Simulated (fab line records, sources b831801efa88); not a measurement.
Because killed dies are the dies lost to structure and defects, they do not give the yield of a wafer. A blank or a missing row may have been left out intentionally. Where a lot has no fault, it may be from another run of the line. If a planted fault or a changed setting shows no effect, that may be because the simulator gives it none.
fab line records	flow sky130
record: lots: 15	wafers: 45	lastDay: 50
route steps=708 shown VIA2@519 METAL3@533 CAP2M@612
lots that met no fault: from a run of the same line without faults
startH: the number of hours between the record's first day and the start of the first shown wafer of the lot	waitH: hours from the lot's prior step to this one	" repeats the value in the row above	L1.1+2: one row covering several wafers at once	- no value present, or no start provided	* or withheld: withheld	< > ~ a bound
route shown NAME@n: names a module that has steps shown in the file, with the first one's number in the route	usual: mean/standard deviation of fault-free wafers	same: alike in all rows	chamber/n: place in a boat	sites: readings site by site	_std_site: the values' standard deviation	_edge_site: the outer-site mean with the inner-site mean subtracted	radiusMm: for every site, how far away it sits from the centre of the wafer	mask NAME#n: copy n	behind: the most recent tool/chamber to have shaped the wafer	hold: reason for holding the lot/hours on hold/outcome of the hold	device: whichever transistor did not switch (one of n, p or np)	end of line: at the end of the route, the tests of the same wafers	for a step that has no rows: nothing shown but its recipe	killed: dies that structure and defects cost at the first sort, which is not the same as the wafer's yield	map: per-die view of a wafer (x killed, . not killed, _ where there is no die)
set.NAME: the setting that was run; set.NAME@STEP: the one run at that earlier step	model.NAME: the simulator's own value behind a step, which no gauge read
steps of the route over a sample of lots; a table a step, a row a wafer
services: from which hour (startH, from the record's first day; less than 0 if before it) a tool's chamber was out of use, for how many hours, and why
== steps ==
step: SKY_VIA2_CD_MEAS_12
recipe: targetCdNm: 200
usual: cdNm: 200.1/1.7
lot.wafer	tool	chamber	startH	waitH	cdNm
L259.1	cdSem-02	-	835.23	-	199.7
L259.2	"	-	"	"	199.0
L259.4	"	-	"	"	199.1
L260.2	cdSem-01	-	838.48	-	200.5
L260.4	"	-	"	"	202.6
L260.5	"	-	"	"	199.9
L261.1	cdSem-02	-	862.94	-	199.5
L261.5	"	-	"	"	200.4
L261.6	"	-	"	"	199.3
L264.1	cdSem-02	-	910.94	-	200.6
L264.3	"	-	"	"	199.5
L264.6	"	-	"	"	200.1
L265.1	cdSem-01	-	918.01	-	199.5
L265.4	"	-	"	"	201.0
L265.6	"	-	"	"	201.5
L267.2	cdSem-02	-	923.21	-	200.2
L267.5	"	-	"	"	201.3
L267.6	"	-	"	"	200.4
L272.2	cdSem-01	-	952.78	-	198.8
L272.3	"	-	"	"	196.7
L272.5	"	-	"	"	197.7
L275.1	cdSem-02	-	974.19	-	198.7
L275.2	"	-	"	"	198.0
L275.3	"	-	"	"	198.5
L273.2	cdSem-01	-	976.13	-	199.1
L273.3	"	-	"	"	200.0
L273.6	"	-	"	"	199.7
L274.1	cdSem-01	-	977.33	-	201.5
L274.5	"	-	"	"	201.7
L274.6	"	-	"	"	201.5
L277.2	cdSem-01	-	988.83	-	200.8
L277.3	"	-	"	"	200.9
L277.4	"	-	"	"	201.8
L279.1	cdSem-01	-	995.56	-	200.9
L279.3	"	-	"	"	202.6
L279.5	"	-	"	"	202.7
L281.2	cdSem-02	-	1003.53	-	200.2
L281.4	"	-	"	"	198.6
L281.5	"	-	"	"	200.3
L280.3	cdSem-02	-	1007.68	-	200.7
L280.4	"	-	"	"	201.8
L280.5	"	-	"	"	200.9
L282.1	cdSem-02	-	1012.61	-	201.7
L282.3	"	-	"	"	201.6
L282.6	"	-	"	"	201.1
step: SKY_METAL3_SPUTTER_01
recipe: material: TiN	targetThkNm: 20	powerW: 6500	timeS: 16.7	chamberPressurePa: 0.4
usual: throttleValvePct: 29.9/0.89
same: timeS: 16.7
lot.wafer	tool	chamber	startH	waitH	throttleValvePct
L259.1	pvdSputter-02	-	836.81	0.0	29.7
L259.2	"	-	"	"	28.9
L259.4	"	-	"	"	29.6
L260.2	pvdSputter-02	-	840.04	0.0	29.5
L260.4	"	-	"	"	28.5
L260.5	"	-	"	"	29.6
L261.1	pvdSputter-02	-	864.49	0.0	29.8
L261.5	"	-	"	"	30.1
L261.6	"	-	"	"	31.1
L264.1	pvdSputter-01	-	912.53	0.0	30.9
L264.3	"	-	"	"	29.2
L264.6	"	-	"	"	30.6
L265.1	pvdSputter-02	-	919.59	0.0	29.2
L265.4	"	-	"	"	28.7
L265.6	"	-	"	"	31.1
L267.2	pvdSputter-01	-	924.88	0.0	27.8
L267.5	"	-	"	"	28.9
L267.6	"	-	"	"	30.5
L272.2	pvdSputter-01	-	954.30	0.0	30.3
L272.3	"	-	"	"	29.2
L272.5	"	-	"	"	30.9
L275.1	pvdSputter-02	-	976.09	0.0	29.9
L275.2	"	-	"	"	29.7
L275.3	"	-	"	"	28.6
L273.2	pvdSputter-04	-	977.65	0.0	30.1
L273.3	"	-	"	"	30.2
L273.6	"	-	"	"	31.4
L274.1	pvdSputter-04	-	978.88	0.0	31.5
L274.5	"	-	"	"	29.9
L274.6	"	-	"	"	31.5
L277.2	pvdSputter-04	-	990.56	0.0	30.1
L277.3	"	-	"	"	29.8
L277.4	"	-	"	"	30.2
L279.1	pvdSputter-04	-	997.10	0.0	29.9
L279.3	"	-	"	"	30.0
L279.5	"	-	"	"	30.2
L281.2	pvdSputter-01	-	1005.15	0.0	30.8
L281.4	"	-	"	"	28.9
L281.5	"	-	"	"	31.0
L280.3	pvdSputter-04	-	1009.66	0.0	29.7
L280.4	"	-	"	"	29.9
L280.5	"	-	"	"	30.1
L282.1	pvdSputter-01	-	1014.37	0.0	30.9
L282.3	"	-	"	"	30.4
L282.6	"	-	"	"	30.9
step: SKY_METAL3_SPUTTER_03
recipe: material: Ti	targetThkNm: 5	powerW: 3000	timeS: 3.3	chamberPressurePa: 0.4
usual: throttleValvePct: 29.9/0.9
same: timeS: 3.3
lot.wafer	tool	chamber	startH	waitH	throttleValvePct
L259.1	pvdSputter-02	-	836.88	0.0	29.6
L259.2	"	-	"	"	28.9
L259.4	"	-	"	"	29.6
L260.2	pvdSputter-02	-	840.10	0.0	29.7
L260.4	"	-	"	"	28.7
L260.5	"	-	"	"	29.7
L261.1	pvdSputter-02	-	864.55	0.0	29.9
L261.5	"	-	"	"	29.7
L261.6	"	-	"	"	31.0
L264.1	pvdSputter-01	-	912.60	0.0	30.7
L264.3	"	-	"	"	29.0
L264.6	"	-	"	"	30.4
L265.1	pvdSputter-02	-	919.66	0.0	29.7
L265.4	"	-	"	"	29.1
L265.6	"	-	"	"	30.8
L267.2	pvdSputter-01	-	924.94	0.0	28.1
L267.5	"	-	"	"	29.1
L267.6	"	-	"	"	30.5
L272.2	pvdSputter-01	-	954.37	0.0	30.0
L272.3	"	-	"	"	29.1
L272.5	"	-	"	"	31.0
L275.1	pvdSputter-02	-	976.15	0.0	30.0
L275.2	"	-	"	"	29.5
L275.3	"	-	"	"	28.7
L273.2	pvdSputter-04	-	977.72	0.0	30.1
L273.3	"	-	"	"	29.9
L273.6	"	-	"	"	31.7
L274.1	pvdSputter-04	-	978.95	0.0	31.6
L274.5	"	-	"	"	30.1
L274.6	"	-	"	"	31.6
L277.2	pvdSputter-04	-	990.63	0.0	29.9
L277.3	"	-	"	"	30.3
L277.4	"	-	"	"	30.0
L279.1	pvdSputter-04	-	997.17	0.0	29.9
L279.3	"	-	"	"	30.0
L279.5	"	-	"	"	30.0
L281.2	pvdSputter-01	-	1005.21	0.0	31.0
L281.4	"	-	"	"	29.0
L281.5	"	-	"	"	30.7
L280.3	pvdSputter-04	-	1009.73	0.0	30.0
L280.4	"	-	"	"	29.8
L280.5	"	-	"	"	29.8
L282.1	pvdSputter-01	-	1014.43	0.0	30.7
L282.3	"	-	"	"	30.3
L282.6	"	-	"	"	30.9
step: SKY_CAP2M_EXPOSE_09
recipe: maskId: CAP2M	na: 0.6	sourceShape: conventional	sigmaOuter: 0.6	polarization: unpolarized	targetCdNm: 1000	doseMj: 159
usual: exposureDoseMJCm2: 159.01/0.17	focusOffsetNm: 0.1/0.5	reticleTempC: 22.99/0.11
lot.wafer	tool	chamber	startH	waitH	mask	exposureDoseMJCm2	focusOffsetNm	reticleTempC
L259.1	ilineStepper-02	0	930.26	-	CAP2M#0	158.80	-0.3	22.89
L259.2	"	0	"	"	CAP2M#0	158.85	0.2	22.96
L259.4	"	0	"	"	CAP2M#0	158.79	0.1	22.89
L260.2	ilineStepper-02	0	933.85	-	CAP2M#0	158.97	0.0	23.06
L260.4	"	0	"	"	CAP2M#0	159.06	-0.3	23.12
L260.5	"	0	"	"	CAP2M#0	159.11	0.7	22.92
L261.1	ilineStepper-01	0	956.91	-	CAP2M#0	159.32	0.5	22.99
L261.5	"	0	"	"	CAP2M#0	159.05	0.2	22.97
L261.6	"	0	"	"	CAP2M#0	158.95	0.9	23.09
L264.1	ilineStepper-01	-	1002.08	-	CAP2M#0	-	-	-
L264.3	"	-	"	"	CAP2M#0	-	-	-
L264.6	"	-	"	"	CAP2M#0	-	-	-
L265.1	ilineStepper-01	-	1006.18	-	CAP2M#0	-	-	-
L265.4	"	-	"	"	CAP2M#0	-	-	-
L265.6	"	-	"	"	CAP2M#0	-	-	-
L267.2	ilineStepper-02	-	1011.63	-	CAP2M#0	-	-	-
L267.5	"	-	"	"	CAP2M#0	-	-	-
L267.6	"	-	"	"	CAP2M#0	-	-	-
L272.2	ilineStepper-01	0	1038.28	-	CAP2M#0	159.50	0.2	22.97
L272.3	"	0	"	"	CAP2M#0	158.88	-0.1	23.12
L272.5	"	0	"	"	CAP2M#0	159.04	-0.7	23.16
L275.1	ilineStepper-02	0	1060.12	-	CAP2M#0	158.99	-0.5	23.16
L275.2	"	0	"	"	CAP2M#0	158.80	-0.1	23.03
L275.3	"	0	"	"	CAP2M#0	159.20	-0.6	23.10
L273.2	ilineStepper-01	0	1062.85	-	CAP2M#0	159.04	0.0	23.07
L273.3	"	0	"	"	CAP2M#0	158.95	1.1	23.03
L273.6	"	0	"	"	CAP2M#0	158.95	1.0	22.92
L274.1	ilineStepper-02	0	1063.43	-	CAP2M#0	158.86	-0.1	23.09
L274.5	"	0	"	"	CAP2M#0	159.44	-0.4	23.13
L274.6	"	0	"	"	CAP2M#0	159.02	-0.1	23.12
L277.2	ilineStepper-02	0	1070.25	-	CAP2M#0	158.98	0.4	23.02
L277.3	"	0	"	"	CAP2M#0	158.98	0.4	22.88
L277.4	"	0	"	"	CAP2M#0	158.90	-0.5	22.82
L279.1	ilineStepper-01	0	1077.81	-	CAP2M#0	158.91	0.4	22.84
L279.3	"	0	"	"	CAP2M#0	159.05	0.2	22.91
L279.5	"	0	"	"	CAP2M#0	159.06	0.2	22.93
L281.2	ilineStepper-02	0	1087.70	-	CAP2M#0	158.95	0.8	23.08
L281.4	"	0	"	"	CAP2M#0	159.39	0.1	22.99
L281.5	"	0	"	"	CAP2M#0	159.23	0.8	22.95
L280.3	ilineStepper-02	0	1089.07	-	CAP2M#0	159.09	-0.6	22.84
L280.4	"	0	"	"	CAP2M#0	159.08	-1.0	22.88
L280.5	"	0	"	"	CAP2M#0	158.84	0.0	23.03
L282.1	ilineStepper-02	0	1093.46	-	CAP2M#0	159.00	-0.1	22.88
L282.3	"	0	"	"	CAP2M#0	159.06	-0.5	22.88
L282.6	"	0	"	"	CAP2M#0	158.71	0.0	22.91
== services ==
tool	chamber	startH	hours	kind
ilineStepper-01	-	832.41	2.1	pm
ilineStepper-01	-	834.49	-	consumableReplace:lamp
pvdSputter-04	-	836.24	1.1	repair
pvdSputter-04	-	836.92	3.8	repair
ilineStepper-01	0	849.09	-	calibration
pvdSputter-04	-	888.54	1.1	repair
ilineStepper-02	-	904.26	1.7	pm
ilineStepper-02	0	911.64	-	calibration
pvdSputter-02	-	962.07	5.5	repair
ilineStepper-01	-	978.58	1.7	pm
pvdSputter-01	-	978.72	24.4	repair
pvdSputter-04	-	990.78	3.9	repair
ilineStepper-02	-	1022.76	2.1	pm
ilineStepper-02	-	1024.84	-	consumableReplace:lamp
ilineStepper-01	0	1076.44	-	calibration
ilineStepper-02	-	1083.11	4.4	pm
pvdSputter-04	-	1090.54	0.6	repair
== key ==
firstSign: step: SKY_CAP2M_EXPOSE_09	reading: toolRecord	direction: missing
effect none on later readings
metAt SKY_CAP2M_EXPOSE_09
struckLots L264,L265,L267
laterRowsLeftOut L264.1,L264.3,L264.6,L265.1,L265.4,L265.6,L267.2,L267.5,L267.6
sortLeftOut L264.1,L264.3,L264.6,L265.1,L265.4,L265.6,L267.2,L267.5,L267.6
notActingAt SKY_VIA2_CD_MEAS_12,SKY_METAL3_SPUTTER_01,SKY_METAL3_SPUTTER_03
onsetBetween 956.91 1002.08
fault: kind: skippedStepWhole	tool: ilineStepper-01,ilineStepper-02	chamber: -	onsetH: 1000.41	steps: SKY_CAP2M_EXPOSE_09	scope: struckLotsOnly
sortLeftOut: the simulated sort isn't trusted on such a fault, so these wafers' sort isn't shown, and their yield isn't known
laterRowsLeftOut: the simulator's readings of these wafers behind a module that went badly wrong aren't trusted and aren't shown, but for the sort
